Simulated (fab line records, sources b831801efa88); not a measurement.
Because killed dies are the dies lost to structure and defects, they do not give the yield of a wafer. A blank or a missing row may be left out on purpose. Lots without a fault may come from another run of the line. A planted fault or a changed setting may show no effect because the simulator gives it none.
Problem report, 8D (eight disciplines) form, completed by code | flow gf180mcu | the parts of the form that need people (team, actions taken, sign-off) are left out

== 1. THE PROBLEM ==
Wafers without a fault read 89.13 s, standard deviation 0.25; run_length_s at GF_POLY_GATE_SOFTBAKE_06 reads a mean of 110.09 s on 3 wafers belonging to 3 lots. That puts it +84 standard deviations away from the usual mean.
The step: time 60 s.
Earliest sighting: wafer L524.1 on litho_track-02 at day 12 01:00. The record holds 19 wafers of 7 lots with a number at this step. The rule behind "out" and "out of limits": a value lying over 4 standard deviations away from the usual mean. The other wafers with a number count as sound.

== 2. WHAT IT IS; WHAT IT IS NOT ==
question                    | is                     | is not
which readings at this step | run_length_s           | -
which lots                  | L524, L526, L528       | L513, L517, L523, L533
which wafers of those lots  | L524.1, L526.3, L528.3 | L524.2, L526.2, L526.6, L528.6
read on which tools         | litho_track-02         | litho_track-03
when                        | from day 12 01:00      | up to then (10 sound wafers); but 6 sound wafers of L526, L528, L533 came after

== 3. WHAT RULES OUT EACH SUSPECT ==
Counting: a tool at a process step up to the reading stays a suspect if it ran every lot that is out. Sound lots after the first of them don't rule it out here, since some wafers of a struck lot are sound.
- litho_track-02 at GF_POLY_GATE_SOFTBAKE_06 (time 60 s): kept. Ran every lot that is out, first one L524 (day 12 01:00); last sound lot up to then L513 (day 9 10:00). Its own readings are out on those wafers: run_length_s.
The count leaves litho_track-02 at GF_POLY_GATE_SOFTBAKE_06.

== 4. THE CAUSE (what the simulator had put in) ==
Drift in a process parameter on litho_track-02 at GF_POLY_GATE_SOFTBAKE_06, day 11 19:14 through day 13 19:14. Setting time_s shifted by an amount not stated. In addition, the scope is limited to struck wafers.
Only this tool survived the counting.

== 5. SEQUENCE OF EFFECTS, ordered by route ==
Rows list readings where the struck wafers' mean (over those with a number) sits beyond 3 standard deviations from the usual. Scope: only readings with a usual standard deviation given in the record; hours: median across lots of the time from each lot's start at the first step in this table that gives one to its start at this step; sigmas: change in usual standard deviations.
hours | step                     | reading      | usual   | on struck wafers | change | sigmas
0     | GF_POLY_GATE_SOFTBAKE_06 | run_length_s | 89.13 s | 110.09           | +20.96 | +84
Its process steps:
- GF_POLY_GATE_SOFTBAKE_06: time 60 s.
Later steps that measure or inspect, where all struck wafers having a row at the step show a number for every such reading and not one has moved that far: GF_POLY_GATE_CD_MEAS_10, GF_POLY_GATE_OVL_MEAS_11.

== 6. WHAT WOULD HAVE CAUGHT IT SOONER ==
The fault began at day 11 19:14; the first out-of-limits reading in this record came at day 12 01:00, 6 hours later.
